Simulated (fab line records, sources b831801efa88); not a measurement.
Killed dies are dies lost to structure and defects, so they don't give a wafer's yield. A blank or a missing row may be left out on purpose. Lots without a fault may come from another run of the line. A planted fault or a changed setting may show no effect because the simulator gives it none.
fab line records | flow gf180mcu
record lots=23 wafers=69 last_day=34
route steps=602 shown LVPWELL@65 HV_LDD@214 SAB@277 CONTACT@303 PASSIVATION@599
lots that met no fault: from a run of the same line without faults
start_h: hours from the record's first day to the start of the lot's first wafer shown | wait_h: hours since the lot's step before | " the same as in the row above | L1.1+2: a row that stands for several wafers | - no value, or no start given | * or withheld: withheld | < > ~ a bound
route shown NAME@n: a module of which the file shows steps, and the number in the route of the first | usual: mean/standard deviation of fault-free wafers | same: alike in all rows | chamber/n: place in a boat | sites: the reading at each site | _std_site: their standard deviation | _edge_site: outer sites' mean less inner sites' | radius_mm: how far each site lies from the wafer's centre | mask NAME#n: copy n | behind: the tool/chamber that last shaped the wafer | hold: why the lot was held/for how many hours/how that ended | device: the transistor (n, p or np) that didn't switch | end of line: the same wafers' tests at the end of the route | a step without rows: its recipe alone | killed: dies lost to structure and defects at the first sort, not the wafer's yield | map: a wafer's dies, x killed, . not, _ none there
set.NAME: the setting as run; set.NAME@STEP: as run at that earlier step | model.NAME: the simulator's own value behind a step, which no gauge read
steps of the route over a sample of lots; a table a step, a row a wafer
services: from which hour (start_h, from the record's first day; less than 0 if before it) a tool's chamber was out of use, for how many hours, and why
## steps
# step GF_LVPWELL_TW_MEAS_11
# usual LVPWELL_TW=559.6/2.5
# columns lot.wafer tool chamber start_h wait_h LVPWELL_TW
L074.1 film_metro-01 - 71.76 0.1 559.0
L074.3 " - " " 562.4
L074.6 " - " " 560.5
L075.1 film_metro-01 - 73.96 0.1 557.7
L075.2 " - " " 558.7
L075.3 " - " " 558.4
L076.2 film_metro-01 - 81.72 0.1 556.8
L076.5 " - " " 557.2
L076.6 " - " " 552.6
L077.1 film_metro-02 - 85.65 0.1 560.2
L077.4 " - " " 561.0
L077.6 " - " " 559.2
L078.2 film_metro-02 - 91.37 0.1 557.9
L078.3 " - " " 562.3
L078.4 " - " " 561.3
L079.3 film_metro-04 - 97.57 0.1 563.0
L079.4 " - " " 561.4
L079.5 " - " " 562.9
L080.2 film_metro-04 - 103.26 0.1 564.8
L080.3 " - " " 561.8
L080.6 " - " " 559.8
L081.4 film_metro-04 - 106.44 0.1 564.3
L081.5 " - " " 563.1
L081.6 " - " " 563.6
L082.1 film_metro-02 - 112.96 0.1 558.8
L082.4 " - " " 559.6
L082.6 " - " " 561.5
L083.4 film_metro-04 - 123.78 0.1 558.2
L083.5 " - " " 558.8
L083.6 " - " " 563.1
L085.3 film_metro-01 - 133.83 0.1 558.0
L085.4 " - " " 560.8
L085.5 " - " " 560.5
L086.1 film_metro-01 - 146.19 0.1 559.8
L086.4 " - " " 559.4
L086.5 " - " " 562.3
L087.1 film_metro-01 - 154.24 0.1 560.9
L087.3 " - " " 558.4
L087.4 " - " " 562.1
L088.4 film_metro-02 - 154.62 0.1 556.1
L088.5 " - " " 559.1
L088.6 " - " " 556.8
L089.1 film_metro-02 - 154.94 0.1 555.1
L089.4 " - " " 557.0
L089.6 " - " " 558.4
L090.3 film_metro-02 - 166.51 0.1 557.3
L090.4 " - " " 554.8
L090.6 " - " " 555.8
L091.1 film_metro-02 - 167.84 0.1 557.9
L091.2 " - " " 560.0
L091.6 " - " " 558.2
L092.2 film_metro-01 - 172.81 0.1 560.9
L092.4 " - " " 562.3
L092.6 " - " " 558.5
L093.4 film_metro-01 - 175.97 0.1 554.4
L093.5 " - " " 558.2
L093.6 " - " " 561.4
L094.1 film_metro-02 - 180.71 0.1 561.1
L094.5 " - " " 563.5
L094.6 " - " " 561.4
L095.1 film_metro-01 - 185.84 0.1 556.4
L095.2 " - " " 561.5
L095.3 " - " " 558.9
L096.1 film_metro-02 - 192.36 0.1 557.8
L096.3 " - " " 557.0
L096.6 " - " " 560.9
L097.1 film_metro-04 - 202.09 0.1 557.5
L097.2 " - " " 559.2
L097.3 " - " " 558.1
# step GF_HV_LDD_TW_MEAS_38
# usual HV_LDD_3_TW=1428/14
# columns lot.wafer tool chamber start_h wait_h HV_LDD_3_TW
L074.1 film_metro-02 - 257.04 0.1 1432
L074.3 " - " " 1436
L074.6 " - " " 1436
L075.1 film_metro-02 - 262.17 0.2 1437
L075.2 " - " " 1428
L075.3 " - " " 1426
L076.2 film_metro-02 - 271.18 0.1 1433
L076.5 " - " " 1426
L076.6 " - " " 1425
L077.1 film_metro-01 - 277.29 0.1 1438
L077.4 " - " " 1438
L077.6 " - " " 1450
L078.2 film_metro-02 - 287.35 0.1 1432
L078.3 " - " " 1433
L078.4 " - " " 1434
L079.3 film_metro-02 - 295.71 0.1 1435
L079.4 " - " " 1442
L079.5 " - " " 1434
L080.2 film_metro-04 - 302.00 0.1 1456
L080.3 " - " " 1450
L080.6 " - " " 1450
L081.4 film_metro-02 - 305.44 0.1 1432
L081.5 " - " " 1441
L081.6 " - " " 1437
L082.1 film_metro-01 - 313.16 0.1 1430
L082.4 " - " " 1433
L082.6 " - " " 1429
L083.4 film_metro-02 - 330.87 0.1 1413
L083.5 " - " " 1407
L083.6 " - " " 1417
L085.3 film_metro-01 - 344.48 0.1 1423
L085.4 " - " " 1429
L085.5 " - " " 1436
L086.1 film_metro-01 - 361.66 0.1 1428
L086.4 " - " " 1436
L086.5 " - " " 1429
L087.1 film_metro-02 - 378.94 0.1 1409
L087.3 " - " " 1411
L087.4 " - " " 1411
L089.1 film_metro-02 - 379.24 0.1 1407
L089.4 " - " " 1411
L089.6 " - " " 1406
L088.4 film_metro-04 - 379.69 0.1 1442
L088.5 " - " " 1435
L088.6 " - " " 1453
L090.3 film_metro-04 - 391.16 0.1 1439
L090.4 " - " " 1442
L090.6 " - " " 1439
L091.1 film_metro-02 - 394.31 0.1 1412
L091.2 " - " " 1415
L091.6 " - " " 1404
L092.2 film_metro-02 - 401.27 0.1 1409
L092.4 " - " " 1411
L092.6 " - " " 1415
L093.4 film_metro-01 - 408.82 0.1 1431
L093.5 " - " " 1434
L093.6 " - " " 1427
L094.1 film_metro-02 - 411.41 0.1 1405
L094.5 " - " " 1412
L094.6 " - " " 1408
L095.1 film_metro-01 - 421.94 0.1 1430
L095.2 " - " " 1432
L095.3 " - " " 1437
L096.1 film_metro-02 - 429.74 0.1 1409
L096.3 " - " " 1410
L096.6 " - " " 1414
L097.1 film_metro-04 - 441.96 0.1 1458
L097.2 " - " " 1442
L097.3 " - " " 1442
# step GF_SAB_STRIP_13
# recipe chemistry=O2/N2 power_w=1400 pressure_mtorr=1500 platen_temp_c=250 o2_flow_sccm=3000 n2_flow_sccm=300 overash_fraction=0.5
# usual chamber_pressure_mTorr=1500.0/1.3 drypump_motor_current_A=5.5/0.65 heater_power_w=340/35 n2_flow_sccm=299.9/0.87 oes_product_au=0.710/0.0046 strip_time_to_endpoint_s=12.60/0.042
# columns lot.wafer tool chamber start_h wait_h chamber_pressure_mTorr drypump_motor_current_A heater_power_w n2_flow_sccm oes_product_au rf_hours_counter_h strip_time_to_endpoint_s
L074.1 plasma_asher-02 1 343.01 0.0 1500.0 6.4 356 299.6 0.713 24 12.60
L074.3 " 1 " " 1501.3 6.4 360 298.7 0.707 - 12.63
L074.6 " 1 " " 1499.8 6.4 350 298.6 0.709 - 12.60
L075.1 plasma_asher-03 0 348.74 0.0 1498.7 4.8 393 300.3 0.705 55 12.65
L075.2 " 1 " " 1499.9 4.8 362 298.6 0.704 55 12.65
L075.3 " 0 " " 1499.7 4.8 394 300.3 0.716 - 12.65
L076.2 plasma_asher-03 0 359.14 0.0 1500.0 4.8 396 301.2 0.709 56 12.58
L076.5 " 1 " " 1500.4 4.8 367 299.1 0.715 - 12.60
L076.6 " 0 " " 1500.2 4.8 403 300.0 0.712 - 12.60
L077.1 plasma_asher-04 0 363.86 0.0 1500.9 5.2 300 299.6 0.706 72 12.66
L077.4 " 1 " " 1501.6 5.3 297 300.6 0.720 - 12.68
L077.6 " 1 " " 1499.8 5.3 306 299.2 0.712 - 12.64
L078.2 plasma_asher-02 0 377.18 0.0 1502.5 6.2 310 301.1 0.712 27 12.65
L078.3 " 1 " " 1499.6 6.4 361 298.9 0.702 - 12.57
L078.4 " 0 " " 1499.8 6.3 310 299.2 0.710 - 12.58
L079.3 plasma_asher-02 1 387.68 0.0 1499.8 6.4 361 300.8 0.701 - 12.62
L079.4 " 0 " " 1500.0 6.3 313 300.5 0.713 - 12.59
L079.5 " 0 " " 1500.4 6.3 313 300.1 0.714 - 12.63
L080.2 plasma_asher-04 1 392.48 0.0 1500.3 5.3 304 300.5 0.723 75 12.56
L080.3 " 1 " " 1501.8 5.3 311 299.4 0.708 - 12.55
L080.6 " 0 " " 1499.7 5.2 308 300.5 0.718 - 12.61
L081.4 plasma_asher-04 1 398.15 0.0 1500.4 5.3 307 301.2 0.700 - 12.66
L081.5 " 1 " " 1500.6 5.4 306 301.5 0.704 - 12.64
L081.6 " 0 " " 1499.3 5.2 307 298.2 0.712 - 12.62
L082.1 plasma_asher-03 0 406.38 0.0 1502.6 4.8 396 298.4 0.705 60 12.54
L082.4 " 0 " " 1500.8 4.8 400 301.4 0.710 - 12.57
L082.6 " 0 " " 1498.9 4.8 405 299.1 0.708 - 12.52
L083.4 plasma_asher-03 1 425.40 0.0 1498.5 4.8 368 300.5 0.711 - 12.60
L083.5 " 1 " " 1501.2 4.8 366 300.4 0.711 - 12.57
L083.6 " 0 " " 1500.1 4.8 394 300.3 0.704 - 12.60
L085.3 plasma_asher-03 0 442.16 0.0 1499.9 4.8 394 300.1 0.709 - 12.59
L085.4 " 1 " " 1500.8 4.8 356 299.1 0.704 - 12.62
L085.5 " 1 " " 1499.4 4.8 373 299.6 0.708 - 12.61
L086.1 plasma_asher-03 1 460.90 0.0 1501.5 4.8 359 300.2 0.708 66 12.58
L086.4 " 1 " " 1500.6 4.8 360 300.7 0.709 - 12.53
L086.5 " 0 " " 1500.7 4.8 387 300.5 0.711 - 12.57
L087.1 plasma_asher-02 1 478.41 0.0 1496.7 6.4 352 300.0 0.703 38 12.53
L087.3 " 0 " " 1499.4 6.3 310 299.4 0.715 - 12.48
L087.4 " 1 " " 1498.1 6.4 364 299.9 0.711 - 12.50
L089.1 plasma_asher-03 0 480.74 0.0 1499.5 4.8 398 299.4 0.711 68 12.58
L089.4 " 1 " " 1500.0 4.8 357 299.8 0.710 - 12.56
L089.6 " 1 " " 1501.5 4.8 359 300.1 0.710 - 12.62
L088.4 plasma_asher-02 1 480.86 0.0 1499.2 6.4 357 300.5 0.701 - 12.59
L088.5 " 0 " " 1499.9 6.3 300 299.8 0.709 - 12.59
L088.6 " 1 " " 1498.1 6.4 355 299.2 0.702 - 12.61
L090.3 plasma_asher-04 0 492.16 0.0 1502.8 5.2 301 299.8 0.713 - 12.58
L090.4 " 1 " " 1501.8 5.3 303 299.7 0.709 - 12.59
L090.6 " 1 " " 1500.4 5.3 309 299.2 0.711 - 12.65
L091.1 plasma_asher-04 1 495.83 0.0 1499.1 5.3 296 301.1 0.708 87 12.60
L091.2 " 0 " " 1501.4 5.2 306 300.0 0.704 87 12.59
L091.6 " 1 " " 1501.0 5.3 305 300.9 0.706 - 12.60
L092.2 plasma_asher-02 0 501.24 0.0 1498.7 6.2 312 301.2 0.706 39 12.58
L092.4 " 1 " " 1499.3 6.4 360 299.4 0.706 - 12.59
L092.6 " 0 " " 1500.8 6.2 304 300.4 0.708 - 12.60
L093.4 plasma_asher-04 1 508.01 0.0 1499.9 5.3 296 300.3 0.718 - 12.65
L093.5 " 0 " " 1500.1 5.2 308 299.3 0.702 - 12.61
L093.6 " 1 " " 1500.7 5.3 304 300.4 0.713 - 12.66
L094.1 plasma_asher-02 0 517.04 0.0 1497.1 6.3 310 298.9 0.710 40 12.64
L094.5 " 0 " " 1500.4 6.3 305 299.3 0.706 - 12.66
L094.6 " 1 " " 1497.9 6.4 346 299.8 0.705 - 12.67
L095.1 plasma_asher-02 0 522.70 0.0 1500.3 6.2 310 300.5 0.712 41 12.67
L095.2 " 1 " " 1501.2 6.4 348 297.4 0.712 41 12.65
L095.3 " 1 " " 1497.0 6.4 348 298.6 0.703 - 12.66
L096.1 plasma_asher-03 0 529.77 0.0 1502.5 4.8 410 300.4 0.713 74 12.59
L096.3 " 0 " " 1500.1 4.8 388 300.4 0.713 - 12.58
L096.6 " 0 " " 1499.3 4.8 400 301.2 0.715 - 12.61
L097.1 plasma_asher-02 1 542.41 0.0 1498.1 6.4 349 299.4 0.717 43 12.58
L097.2 " 0 " " 1500.4 6.3 312 299.4 0.707 43 12.56
L097.3 " 1 " " 1499.2 6.4 354 299.1 0.712 - 12.62
# step GF_CONTACT_ETCH_16
# recipe chemistry=N2/H2 target_depth_a=withheld overetch_a=withheld time_s=withheld target=BARC ion_energy_ev=200 source_w=500 bias_w=100 pressure_mtorr=30 n2_flow_sccm=100 h2_flow_sccm=200
# usual chamber_pressure_mTorr=29.995/0.026 drypump_motor_current_A=5.7/0.43 n2_flow_sccm=100.0/0.3 oes_product_au=0.855/0.0046 throttle_valve_pct=13.225/0.0094
# columns lot.wafer tool chamber start_h wait_h chamber_pressure_mTorr drypump_motor_current_A n2_flow_sccm oes_product_au throttle_valve_pct
L074.1 rie_diel-04 0 366.36 0.0 30.052 5.5 99.8 0.857 13.218
L074.3 " 1 " " 29.969 5.7 100.1 0.853 13.228
L074.6 " 0 " " 29.974 5.5 100.1 0.858 13.217
L075.1 rie_diel-03 2 371.99 0.0 29.994 5.7 99.8 0.848 13.232
L075.2 " 3 " " 30.017 5.3 100.4 0.851 13.213
L075.3 " 1 " " 30.003 5.5 99.4 0.851 13.238
L076.2 rie_diel-03 2 383.71 0.0 29.990 5.7 99.6 0.856 13.235
L076.5 " 0 " " 29.935 6.3 100.2 0.854 13.210
L076.6 " 1 " " 30.029 5.6 100.0 0.853 13.211
L077.1 rie_diel-04 0 388.35 0.0 29.973 5.5 99.8 0.861 13.210
L077.4 " 1 " " 30.022 5.6 100.0 0.854 13.241
L077.6 " 2 " " 30.002 6.0 100.1 0.851 13.237
L078.2 rie_diel-01 3 401.81 0.0 29.962 5.8 99.9 0.854 13.238
L078.3 " 0 " " 29.979 5.3 100.1 0.852 13.225
L078.4 " 1 " " 29.997 5.8 99.7 0.849 13.219
L079.3 rie_diel-04 0 412.61 0.0 30.013 5.5 99.8 0.860 13.220
L079.4 " 2 " " 29.993 6.0 100.1 0.853 13.212
L079.5 " 3 " " 29.994 4.9 99.9 0.850 13.220
L080.2 rie_diel-01 0 417.41 0.0 30.033 5.3 99.8 0.850 13.228
L080.3 " 3 " " 29.958 5.8 99.7 0.853 13.231
L080.6 " 3 " " 30.020 5.8 100.0 0.856 13.215
L081.4 rie_diel-03 0 423.41 0.0 29.977 6.3 100.2 0.853 13.233
L081.5 " 3 " " 30.013 5.4 99.6 0.846 13.233
L081.6 " 0 " " 29.995 6.3 100.3 0.861 13.235
L082.1 rie_diel-03 2 431.61 0.0 30.004 5.7 100.4 0.857 13.231
L082.4 " 2 " " 30.020 5.6 100.2 0.857 13.220
L082.6 " 1 " " 30.001 5.6 99.8 0.858 13.211
L083.4 rie_diel-03 2 451.46 0.0 30.003 5.6 100.1 0.858 13.224
L083.5 " 2 " " 29.968 5.6 100.0 0.860 13.230
L083.6 " 1 " " 29.981 5.6 100.2 0.861 13.230
L085.3 rie_diel-03 3 468.11 0.0 29.987 5.3 100.2 0.848 13.226
L085.4 " 2 " " 30.004 5.6 100.2 0.851 13.226
L085.5 " 1 " " 30.025 5.6 99.8 0.850 13.209
L086.1 rie_diel-04 2 486.19 0.0 29.980 6.0 99.6 0.855 13.236
L086.4 " 3 " " 30.043 4.9 100.3 0.857 13.221
L086.5 " 2 " " 29.992 6.0 99.7 0.853 13.224
L087.1 rie_diel-03 2 503.61 0.0 30.017 5.7 99.8 0.858 13.204
L087.3 " 1 " " 29.991 5.6 99.6 0.846 13.233
L087.4 " 3 " " 29.989 5.3 100.1 0.857 13.223
L089.1 rie_diel-04 2 506.26 0.0 29.994 6.0 100.4 0.846 13.227
L089.4 " 3 " " 30.021 4.9 99.9 0.857 13.228
L089.6 " 0 " " 30.021 5.5 99.8 0.856 13.242
L088.4 rie_diel-03 0 506.74 0.0 29.972 6.3 99.4 0.854 13.220
L088.5 " 1 " " 30.015 5.6 100.0 0.853 13.211
L088.6 " 2 " " 30.024 5.6 99.7 0.851 13.248
L090.3 rie_diel-03 3 517.59 0.0 29.986 5.4 100.1 0.855 13.224
L090.4 " 2 " " 30.031 5.7 100.2 0.854 13.227
L090.6 " 0 " " 29.971 6.3 100.2 0.863 13.228
L091.1 rie_diel-01 3 520.49 0.0 29.988 5.8 100.4 0.848 13.223
L091.2 " 1 " " 30.016 5.8 100.6 0.851 13.226
L091.6 " 1 " " 29.970 5.9 99.5 0.848 13.225
L092.2 rie_diel-01 2 526.06 0.0 29.986 6.7 100.1 0.849 13.236
L092.4 " 3 " " 30.020 5.8 100.1 0.851 13.219
L092.6 " 3 " " 29.947 5.8 100.2 0.849 13.221
L093.4 rie_diel-01 3 533.29 0.0 29.972 5.8 100.2 0.861 13.226
L093.5 " 2 " " 29.988 6.7 100.0 0.853 13.231
L093.6 " 3 " " 30.024 5.8 99.8 0.853 13.232
L094.1 rie_diel-04 3 541.66 0.0 30.019 4.9 100.7 0.861 13.228
L094.5 " 0 " " 30.009 5.5 100.2 0.858 13.227
L094.6 " 3 " " 29.977 4.9 100.1 0.860 13.221
L095.1 rie_diel-03 1 546.94 0.0 29.949 5.6 99.9 0.854 13.220
L095.2 " 2 " " 29.998 5.7 100.1 0.856 13.219
L095.3 " 0 " " 29.969 6.3 99.6 0.856 13.229
L096.1 rie_diel-01 2 553.44 0.0 29.979 6.7 100.4 0.858 13.231
L096.3 " 3 " " 30.014 5.8 100.3 0.852 13.214
L096.6 " 2 " " 30.006 6.7 100.3 0.853 13.234
L097.1 rie_diel-03 1 566.34 0.0 30.039 5.6 100.0 0.859 13.233
L097.2 " 2 " " 30.000 5.7 100.0 0.855 13.221
L097.3 " 0 " " 29.951 6.3 100.0 0.853 13.222
# step GF_CONTACT_CMP_27
# recipe stop_on=SiO2 down_force_psi=3.5 platen_rpm=60 t_overpolish_s=15 target_thk_nm=0 pad_velocity_m_s=0.94248
# usual motor_current_A=11.3/2 overpolish_run_s=14.999/0.009 slurry_flow_ml_min=150.0/0.44 time_to_endpoint_s=75/4.1
# columns lot.wafer tool chamber start_h wait_h motor_current_A overpolish_run_s slurry_flow_ml_min time_to_endpoint_s
L074.1 cmp-01 1 367.26 0.1 12.8 15.011 149.8 76
L074.3 " 2 " " 9.1 14.997 148.8 84
L074.6 " 1 " " 12.1 14.982 150.0 81
L075.3 cmp-02 1 372.89 0.1 13.7 14.982 149.6 72
L075.1 " 2 " " 10.0 14.988 150.4 75
L075.2 " 3 " " 9.6 14.985 149.7 70
L076.2 cmp-02 3 384.65 0.1 9.2 15.019 150.9 67
L076.6 " 1 " " 13.9 14.995 150.4 71
L076.5 " 2 " " 9.6 14.998 149.7 73
L077.4 cmp-02 3 389.21 0.0 9.4 15.001 150.3 71
L077.1 " 0 " " 14.9 14.999 149.9 73
L077.6 " 3 " " 10.1 14.997 150.4 71
L078.3 cmp-01 2 402.78 0.0 9.0 15.001 150.2 77
L078.4 " 0 " " 12.5 14.988 150.6 82
L078.2 " 1 " " 12.4 15.001 150.4 76
L079.3 cmp-02 1 413.50 0.0 13.1 15.004 149.4 76
L079.4 " 3 " " 9.5 14.989 149.8 67
L079.5 " 2 " " 10.2 15.001 150.6 78
L080.3 cmp-01 2 418.25 0.0 8.9 14.999 149.8 75
L080.2 " 3 " " 9.4 15.019 149.8 74
L080.6 " 2 " " 9.8 14.996 149.8 78
L081.4 cmp-01 0 424.40 0.2 11.7 14.990 150.2 75
L081.5 " 1 " " 11.1 14.993 150.2 69
L081.6 " 2 " " 9.5 14.984 150.1 74
L082.1 cmp-02 2 432.50 0.1 10.1 14.999 150.7 73
L082.4 " 0 " " 14.8 15.017 150.2 71
L082.6 " 2 " " 10.3 14.997 149.7 78
L083.4 cmp-02 2 452.35 0.1 10.5 14.987 149.9 77
L083.5 " 1 " " 14.0 14.996 150.0 78
L083.6 " 2 " " 10.8 14.986 150.5 82
L085.3 cmp-01 1 468.95 0.0 11.8 15.010 149.8 77
L085.4 " 2 " " 9.1 15.016 149.7 72
L085.5 " 1 " " 11.8 14.988 150.2 72
L086.1 cmp-02 0 487.05 0.1 14.3 14.990 149.1 69
L086.4 " 1 " " 13.1 14.997 150.0 77
L086.5 " 1 " " 13.6 15.008 149.9 73
L087.3 cmp-01 3 504.50 0.1 9.3 14.999 149.5 74
L087.1 " 0 " " 12.7 14.998 150.9 76
L087.4 " 1 " " 11.6 14.999 150.1 79
L089.1 cmp-01 0 507.10 0.1 13.1 15.003 149.1 80
L089.4 " 1 " " 12.1 14.990 150.2 71
L089.6 " 0 " " 12.1 15.006 149.5 78
L088.4 cmp-02 1 507.63 0.1 13.6 14.997 149.4 81
L088.6 " 0 " " 14.3 15.000 149.9 73
L088.5 " 1 " " 13.5 15.000 150.2 84
L090.3 cmp-01 1 518.49 0.1 11.2 15.001 150.1 78
L090.4 " 3 " " 9.1 15.010 149.5 77
L090.6 " 0 " " 12.7 14.991 149.6 82
L091.1 cmp-02 2 521.34 0.1 10.3 14.994 150.0 79
L091.2 " 0 " " 14.9 14.994 149.3 69
L091.6 " 2 " " 10.3 15.009 150.1 74
L092.2 cmp-01 1 526.98 0.1 11.8 15.000 150.2 74
L092.4 " 2 " " 9.0 15.004 150.2 74
L092.6 " 0 " " 12.5 14.999 151.1 80
L093.4 cmp-02 2 534.21 0.0 10.2 14.998 149.7 77
L093.6 " 2 " " 9.9 15.009 149.5 75
L093.5 " 3 " " 9.4 15.014 150.1 67
L094.1 cmp-01 0 542.66 0.2 11.8 14.995 150.2 80
L094.6 " 1 " " 12.1 15.008 150.3 76
L094.5 " 2 " " 8.8 15.007 150.2 78
L095.3 cmp-02 3 547.79 0.0 9.2 15.003 150.7 68
L095.2 " 0 " " 14.7 14.998 149.6 70
L095.1 " 1 " " 12.9 15.004 150.2 75
L096.1 cmp-01 2 555.73 1.4 8.8 14.992 149.4 76
L096.3 " 0 " " 12.9 15.001 149.5 74
L096.6 " 3 " " 9.6 14.988 150.5 72
L097.2 cmp-01 2 567.18 0.0 9.2 15.003 149.8 76
L097.3 " 0 " " 12.1 15.007 149.4 80
L097.1 " 1 " " 12.8 15.002 149.9 76
# step GF_PASSIVATION_STRIP_12
# recipe chemistry=O2/N2 power_w=1400 pressure_mtorr=1500 platen_temp_c=250 o2_flow_sccm=3000 n2_flow_sccm=300 overash_fraction=0.5
# usual chamber_pressure_mTorr=1500.3/1.9 drypump_motor_current_A=5.9/0.43 heater_power_w=336/31 n2_flow_sccm=300.0/0.85 oes_product_au=0.719/0.0043 strip_time_to_endpoint_s=33.08/0.27
# columns lot.wafer tool chamber start_h wait_h chamber_pressure_mTorr drypump_motor_current_A heater_power_w n2_flow_sccm oes_product_au rf_hours_counter_h strip_time_to_endpoint_s
L074.1 plasma_asher-01 0 677.95 0.1 1499.0 5.7 399 300.5 0.721 29 33.44
L074.3 " 1 " " 1500.2 5.5 314 301.3 0.722 - 33.04
L074.6 " 0 " " 1500.4 5.7 384 301.1 0.717 - 32.98
L075.1 plasma_asher-02 1 683.34 0.1 1502.5 6.4 356 300.7 0.722 60 33.15
L075.2 " 0 " " 1501.1 6.2 314 298.2 0.722 60 33.54
L075.3 " 1 " " 1498.6 6.4 353 299.2 0.724 - 33.32
L076.2 plasma_asher-04 0 691.10 0.1 1500.6 5.2 302 299.8 0.717 105 33.11
L076.5 " 1 " " 1499.8 5.4 301 301.7 0.720 - 33.21
L076.6 " 0 " " 1501.7 5.2 307 301.0 0.716 - 32.89
L077.1 plasma_asher-04 0 695.97 0.1 1501.3 5.2 307 298.9 0.720 105 33.16
L077.4 " 0 " " 1501.3 5.2 317 300.2 0.716 - 33.53
L077.6 " 0 " " 1499.4 5.2 306 299.0 0.723 - 33.15
L078.2 plasma_asher-01 0 706.45 0.1 1499.1 5.7 397 299.6 0.722 32 33.06
L078.3 " 0 " " 1501.3 5.6 396 299.0 0.719 - 33.31
L078.4 " 1 " " 1500.0 5.5 322 300.7 0.715 - 33.03
L079.3 plasma_asher-02 1 714.27 0.2 1500.2 6.4 349 300.1 0.715 - 33.13
L079.4 " 0 " " 1498.7 6.3 304 298.8 0.715 - 33.01
L079.5 " 0 " " 1499.7 6.3 314 299.9 0.722 - 33.24
L080.2 plasma_asher-02 1 716.84 0.1 1500.7 6.4 354 301.4 0.716 64 33.10
L080.3 " 0 " " 1499.1 6.3 307 300.6 0.720 - 32.97
L080.6 " 0 " " 1499.7 6.3 317 299.8 0.718 - 33.00
L081.4 plasma_asher-02 0 723.31 0.2 1500.4 6.3 306 300.3 0.717 - 33.07
L081.5 " 1 " " 1500.1 6.4 364 299.4 0.713 - 32.90
L081.6 " 0 " " 1498.8 6.3 308 298.8 0.722 - 33.37
L082.1 plasma_asher-01 0 728.44 0.1 1503.0 5.7 377 299.1 0.727 35 33.13
L082.4 " 0 " " 1498.7 5.7 376 298.9 0.722 - 32.95
L082.6 " 0 " " 1499.8 5.7 399 300.0 0.711 - 33.40
L083.4 plasma_asher-02 1 742.07 0.2 1499.6 6.4 355 300.3 0.719 - 32.55
L083.5 " 0 " " 1497.1 6.3 308 299.1 0.725 - 33.43
L083.6 " 1 " " 1501.0 6.4 357 299.0 0.715 - 33.27
L085.3 plasma_asher-01 1 757.32 0.2 1500.0 5.5 316 297.7 0.718 - 33.13
L085.4 " 0 " " 1498.2 5.7 388 300.4 0.713 - 33.42
L085.5 " 1 " " 1497.3 5.5 317 300.3 0.718 - 33.12
L086.1 plasma_asher-01 0 767.35 0.1 1500.3 5.6 396 301.1 0.722 39 33.20
L086.4 " 0 " " 1497.7 5.7 391 301.1 0.729 - 33.47
L086.5 " 0 " " 1500.1 5.7 395 301.4 0.712 - 32.68
L087.1 plasma_asher-02 1 781.25 0.1 1502.2 6.4 353 299.3 0.726 71 32.59
L087.3 " 1 " " 1501.6 6.4 364 299.8 0.714 - 32.59
L087.4 " 0 " " 1500.2 6.3 312 299.9 0.721 - 32.86
L088.4 plasma_asher-02 0 782.16 0.2 1503.5 6.3 307 299.7 0.727 - 32.45
L088.5 " 1 " " 1502.2 6.4 352 300.3 0.726 - 33.13
L088.6 " 0 " " 1498.9 6.3 312 298.7 0.724 - 32.21
L089.1 plasma_asher-01 0 782.39 0.1 1496.0 5.7 375 299.8 0.718 41 33.06
L089.4 " 0 " " 1498.6 5.7 383 300.6 0.719 - 32.49
L089.6 " 0 " " 1514.7 5.7 377 300.8 0.720 - 32.67
L090.3 plasma_asher-04 0 789.82 0.2 1499.9 5.3 317 298.9 0.729 - 33.15
L090.4 " 1 " " 1499.2 5.3 296 301.1 0.717 - 33.15
L090.6 " 0 " " 1501.7 5.2 318 299.4 0.717 - 32.84
L091.1 plasma_asher-02 0 792.04 0.1 1499.8 6.3 307 300.5 0.718 72 32.73
L091.2 " 1 " " 1498.9 6.4 355 300.6 0.720 72 33.43
L091.6 " 0 " " 1503.6 6.3 314 300.5 0.723 - 33.03
L092.2 plasma_asher-02 0 795.45 0.1 1500.7 6.2 309 302.0 0.721 72 32.89
L092.4 " 0 " " 1497.2 6.3 307 300.9 0.719 - 32.86
L092.6 " 1 " " 1501.0 6.4 361 300.1 0.717 - 32.90
L093.4 plasma_asher-01 1 800.62 0.0 1500.5 5.5 322 299.1 0.718 - 33.59
L093.5 " 0 " " 1498.9 5.7 388 299.8 0.718 - 33.69
L093.6 " 1 " " 1499.9 5.5 315 299.7 0.718 - 33.44
L094.1 plasma_asher-02 1 805.95 0.1 1500.4 6.4 347 299.9 0.710 73 33.27
L094.5 " 0 " " 1499.2 6.3 310 299.8 0.718 - 32.82
L094.6 " 1 " " 1501.0 6.4 345 298.4 0.717 - 32.91
L095.1 plasma_asher-01 0 810.95 0.1 1499.5 5.7 386 300.8 0.724 43 32.94
L095.2 " 1 " " 1502.3 5.5 323 298.9 0.718 43 33.06
L095.3 " 1 " " 1501.0 5.5 315 298.9 0.709 - 32.82
L096.1 plasma_asher-01 1 818.37 0.1 1497.8 5.5 308 299.2 0.715 44 33.30
L096.3 " 1 " " 1500.6 5.5 318 301.5 0.711 - 33.08
L096.6 " 0 " " 1501.0 5.7 390 299.8 0.725 - 33.06
L097.1 plasma_asher-04 1 823.12 0.1 1502.5 5.4 307 300.4 0.709 8 32.95
L097.2 " 0 " " 1500.2 5.2 321 299.8 0.720 8 33.20
L097.3 " 0 " " 1499.7 5.2 325 299.9 0.716 - 33.18
## services
# columns tool chamber start_h hours kind
rie_diel-03 3 337.02 5.5 repair
cmp-02 - 354.07 10.0 repair
cmp-02 - 355.45 0.8 repair
cmp-02 - 364.07 4.6 pm
rie_diel-03 - 365.38 2.8 pm
plasma_asher-02 - 383.30 2.8 pm
cmp-01 - 383.81 1.2 repair
cmp-01 - 404.09 4.0 pm
cmp-01 - 410.73 1.0 repair
rie_diel-03 0 429.01 11.1 repair
cmp-01 - 448.59 1.0 repair
plasma_asher-02 - 451.00 2.2 repair
rie_diel-03 0 466.97 13.7 repair
rie_diel-03 2 473.87 4.8 repair
rie_diel-03 - 479.73 0.5 repair
plasma_asher-02 - 484.69 14.6 pm
plasma_asher-02 - 537.68 2.3 repair
cmp-01 - 547.25 0.5 repair
cmp-01 - 554.29 1.4 repair
cmp-01 - 608.13 10.2 pm
cmp-01 - 649.85 5.0 pm
cmp-01 - 694.16 1.2 repair
cmp-01 - 697.48 3.1 pm
cmp-01 - 744.09 4.0 pm
## key
fault none
